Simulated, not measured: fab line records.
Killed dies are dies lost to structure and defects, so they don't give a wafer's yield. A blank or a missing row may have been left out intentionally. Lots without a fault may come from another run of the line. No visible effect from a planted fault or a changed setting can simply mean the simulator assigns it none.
2 desks, one fault ; flow sky130 ; numbers are kept per desk, each desk with only its own; the story behind them comes last

## THE METROLOGY DESK
What the gauges read for every lot (on any tool): the sampled wafers with a number, averaged. Marked OUT: a lot whose mean sits more than 4 standard deviations from the usual mean, which makes it out of limits; the brackets give that distance.
Columns: A = LDD_N_TW at SKY_LDD_N_TW_MEAS_17, usual 2603; B = cd nm at SKY_LDD_P_CD_MEAS_07, usual 379.1 nm; C = LDD_P_OVL at SKY_LDD_P_OVL_MEAS_08, usual -0.8 nm
lot;first seen here;A;B;C
L456;day 19 08:26;2629;377.8;0.4
L458;day 20 05:59;2644;379.6;0.5
L459;day 20 08:26;2560;378.4;-2.1
L466;day 23 02:42;2588;380.6;-1.8
L472;day 24 18:56;2617;378.9;1.2
L473;day 25 10:01;2637;382.1;-0.1
This desk found nothing out of limits on any of the 6 lots.

## AT THE TOOL OWNER'S DESK: implanter-01
The tool's own readings at SKY_LDD_P_IMPLANT_09, given as means over the sampled wafers that have a number, one for each lot that went through this tool. Marked OUT: a lot whose mean sits more than 4 standard deviations from the usual mean, which makes it out of limits; the brackets give that distance.
Columns: A = dose ions cm2 at SKY_LDD_P_IMPLANT_09, usual 9.997e+12
lot;first seen here;A
L456;day 20 15:36;9.993e+12
L472;day 26 01:10;1.040e+13 (+41) OUT
L473;day 26 16:44;1.038e+13 (+39) OUT
This desk's verdict: out of limits on L472, L473, starting with L472 at day 26 01:10 (dose ions cm2 at SKY_LDD_P_IMPLANT_09). L456: within limits.

## ALL TOGETHER
An alarm could have come from the tool owner's desk at day 26 01:10, on L472, L473.
From the metrology desk's view, nothing was out of limits.
The metrology desk has L472, L473 on record, within its limits.
SKY_LDD_P_IMPLANT_09 was run on implanter-01 by each of the lots named.

## WHAT WAS PUT IN BY THE SIMULATOR
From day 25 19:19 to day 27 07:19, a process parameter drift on implanter-01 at SKY_LDD_P_IMPLANT_09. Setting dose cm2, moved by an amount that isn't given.
Struck lots among those shown: L472, L473.
Time in hours from fault onset to the first out-of-limits reading at each desk: the tool owner's desk, 6.
